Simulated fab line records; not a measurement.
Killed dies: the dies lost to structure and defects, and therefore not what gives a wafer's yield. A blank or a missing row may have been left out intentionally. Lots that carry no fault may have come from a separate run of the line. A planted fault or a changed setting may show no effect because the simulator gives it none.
The same fault as seen by 2 desks | flow gf180mcu | only its own numbers are on each desk; what lay behind them is given at the end

FROM THE METROLOGY DESK
What the gauges read for every lot (on any tool): the sampled wafers with a number, averaged. Any lot whose mean is over 4 standard deviations away from the usual mean is out of limits and marked OUT; that distance is given in the brackets.
Columns: A = V5_BOW at GF_V5_BOW_MEAS_05, usual 134 um; B = PASSIVATION_CVD_00_THK at GF_PASSIVATION_THK_MEAS_01, usual 999 nm
lot  | first seen here | A   | B
L274 | day 25 14:44    | 151 | 983
L275 | day 25 17:25    | 138 | 990
L276 | day 26 12:31    | 126 | 1005
L277 | day 26 13:32    | 149 | 993
L280 | day 29 09:42    | 126 | 1005
L281 | day 29 12:37    | 146 | 990
L284 | day 29 14:16    | 125 | 995
L283 | day 29 16:12    | 133 | 1001
L286 | day 29 19:44    | 134 | 1003
L287 | day 30 06:56    | 126 | 989
L288 | day 30 23:53    | 124 | 1013
L293 | day 32 11:32    | 135 | 1088 (+6.9) OUT
This desk finds L293 out of limits, with the earliest case on L293 at day 33 21:52 (PASSIVATION_CVD_00_THK at GF_PASSIVATION_THK_MEAS_01). L274, L275, L276, L277, L280, L281, L284, L283, L286, L287, L288 stayed within limits.

AT THE TOOL OWNER'S DESK: pecvd-01
The tool's own readings at GF_PASSIVATION_CVD_00 (deposits SiO2 from TEOS, target thk 1000 nm, time 111.95 s): means of the sampled wafers that have a number, for each lot that ran on this tool. Any lot whose mean is over 4 standard deviations away from the usual mean is out of limits and marked OUT; that distance is given in the brackets.
Columns: A = heater power w at GF_PASSIVATION_CVD_00, usual 663 W; B = run length s at GF_PASSIVATION_CVD_00, usual 140.1 s
lot  | first seen here | A   | B
L276 | day 28 06:10    | 583 | 139.9
L277 | day 28 07:42    | 740 | 140.0
L280 | day 31 00:48    | 586 | 140.3
L284 | day 31 04:58    | 602 | 140.1
L287 | day 31 20:46    | 551 | 140.1
L293 | day 33 21:47    | 655 | 149.8 (+27) OUT
This desk's verdict: out of limits on L293, starting with L293 at day 33 21:47 (run length s at GF_PASSIVATION_CVD_00). L276, L277, L280, L284, L287 stayed within limits.

ALL TOGETHER
At day 33 21:47, on L293, the tool owner's desk was in a position to raise an alarm.
L293 would have let the metrology desk raise an alarm at day 33 21:52.
Of the lots named, all ran GF_PASSIVATION_CVD_00 on pecvd-01.

WHAT WAS PUT IN BY THE SIMULATOR
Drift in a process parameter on pecvd-01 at GF_PASSIVATION_CVD_00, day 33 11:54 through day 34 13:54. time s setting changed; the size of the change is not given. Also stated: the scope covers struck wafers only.
Struck lots among those shown: L293.
Hours from the fault's start to each desk's first reading out of limits: the tool owner's desk, 10; the metrology desk, 10.
